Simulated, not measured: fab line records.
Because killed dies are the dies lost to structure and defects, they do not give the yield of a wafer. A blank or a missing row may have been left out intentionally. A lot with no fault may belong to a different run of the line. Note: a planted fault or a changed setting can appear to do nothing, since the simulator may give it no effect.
Chamber matching || flow gf180mcu || GF_V1_CMP_26 on cmp-02 has 4 sister chambers
The step polishes, stops on SiO2, t overpolish 15 s, target thk 0 nm. 4 wafers are shown with their chamber, then 7 later ones without.

== EACH WAFER AND ITS CHAMBER ==
{"wafer": "L216.3", "chamber": 3, "motor current A (A)": 10.6}
{"wafer": "L216.4", "chamber": 2, "motor current A (A)": 9.0}
{"wafer": "L217.1", "chamber": 1, "motor current A (A)": 10.3}
{"wafer": "L217.2", "chamber": 0, "motor current A (A)": 12.5}

== WAFERS MISSING THEIR CHAMBER ==
{"wafer": "L217.5", "motor current A (A)": 9.7}
{"wafer": "L220.2", "motor current A (A)": 10.1}
{"wafer": "L220.3", "motor current A (A)": 10.5}
{"wafer": "L220.4", "motor current A (A)": 9.9}
{"wafer": "L222.1", "motor current A (A)": 10.9}
{"wafer": "L222.3", "motor current A (A)": 10.1}
{"wafer": "L222.6", "motor current A (A)": 10.0}

== THE CHAMBER EACH PASSED THROUGH ==
{"wafer": "L217.5", "from the rows above": "can't be placed: 1 or 2 or 3", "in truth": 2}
{"wafer": "L220.2", "from the rows above": "can't be placed: 1 or 3", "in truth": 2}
{"wafer": "L220.3", "from the rows above": "can't be placed: 3 or 1", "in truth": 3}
{"wafer": "L220.4", "from the rows above": "can't be placed: 1 or 3 or 2", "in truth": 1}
{"wafer": "L222.1", "from the rows above": "can't be placed: 3 or 1", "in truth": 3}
{"wafer": "L222.3", "from the rows above": "can't be placed: 1 or 3", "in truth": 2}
{"wafer": "L222.6", "from the rows above": "can't be placed: 1 or 3", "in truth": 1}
0 of 7 placed correctly. Unplaceable from these rows: 7, with the true chamber sitting among the candidates in 5. 0 placed wrongly.
How it was worked out, from the rows above alone: a wafer's distance from a chamber is the root of the sum, over the readings, of the square of ((its reading less the chamber's mean) divided by the reading's scatter). If the next closest chamber is less than 2 further off than the closest, the wafer can't be placed; otherwise it belongs to the closest. A chamber's mean is the mean of its shown wafers. The scatter (one wafer shown for each chamber): square how far every hidden wafer sits from the nearest shown wafer, average those squares and take the square root.
